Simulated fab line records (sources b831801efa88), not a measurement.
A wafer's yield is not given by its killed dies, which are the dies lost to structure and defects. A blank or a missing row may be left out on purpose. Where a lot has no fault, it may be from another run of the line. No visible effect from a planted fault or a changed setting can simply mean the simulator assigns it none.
The tool behind it: which one? ; flow sky130 ; 12 lots with 36 wafers sampled at 2 steps, on a route of 708 steps

WHAT EACH GAUGE READ, for each wafer
SKY_FIELD_ISO_BOW_MEAS_00. Usual: INCOMING_BOW gives 0 um (standard deviation 6.7).
lot;measured;on;INCOMING_BOW (um);flag
L739;day 1 10:01;film-metro-02;3 -2 1;
L740;day 1 15:00;film-metro-01;-4 -2 -6;
L743;day 2 06:00;film-metro-02;4 7 7;
L745;day 2 16:02;film-metro-02;0 -5 -4;
L747;day 3 02:00;film-metro-02;3 -2 -3;
L748;day 3 07:00;film-metro-04;-6 -3 -5;
L749;day 3 12:00;film-metro-04;-17 -3 2;
L751;day 3 22:00;film-metro-04;0 0 -9;
L756;day 4 23:01;film-metro-04;2 -3 -8;
L759;day 5 14:01;film-metro-01;4 4 -3;
L761;day 6 00:02;film-metro-02;13 5 2;
L762;day 6 05:00;film-metro-02;-5 -2 11;

SKY_FIELD_ISO_CD_MEAS_13 targets a cd of 150 nm. Usual: cd-nm 149.8 nm, standard deviation 1.6.
lot;measured;on;cd-nm (nm);flag
L739;day 2 07:07;cd-sem-02;152.3 152.2 151.7;
L740;day 2 16:54;cd-sem-01;150.2 149.4 150.0;
L743;day 3 04:26;cd-sem-02;149.0 151.2 151.0;
L745;day 3 17:16;cd-sem-02;147.6 151.2 150.3;
L747;day 3 22:56;cd-sem-02;150.7 150.1 150.2;
L748;day 4 04:28;cd-sem-01;146.7 147.6 146.4;
L749;day 4 09:43;cd-sem-01;151.9 151.6 151.5;
L751;day 4 18:46;cd-sem-02;150.8 151.3 148.5;
L756;day 5 22:01;cd-sem-02;148.6 150.0 149.8;
L759;day 6 16:35;cd-sem-01;150.2 150.0 150.4;
L761;day 6 23:05;cd-sem-02;148.1 149.2 149.6;
L762;day 7 06:10;cd-sem-01;150.8 150.9 151.5;

WHAT TOOL EACH LOT RAN ON (gives the tool, then ch and the chambers of the sampled wafers, and finally the start)
The record holds no process step before these readings.

WHAT THE TOOLS THEMSELVES READ (means of the sampled wafers that have a number; where no wafer has one, the mark that the record gives instead)
The record holds no such reading with a usual standard deviation.

THE ANSWER, worked out from the rows above alone
Rule: a lot counts as off when the mean over its wafers that have a number is more than 3 standard deviations away from the usual mean. Also off: a lot with no number at a reading for which 4 or more lots have one. The other lots that the step has rows for count as sound. First the gauges in route order, then the tools' own readings, where a lot's mean is used as printed above. At the first step where some lot is off, the reading lying furthest off is the one used; lots without a number count as furthest.
No lot is off on any of the readings shown, so nothing can be concluded from this.

WHAT THE SIMULATOR PUT IN
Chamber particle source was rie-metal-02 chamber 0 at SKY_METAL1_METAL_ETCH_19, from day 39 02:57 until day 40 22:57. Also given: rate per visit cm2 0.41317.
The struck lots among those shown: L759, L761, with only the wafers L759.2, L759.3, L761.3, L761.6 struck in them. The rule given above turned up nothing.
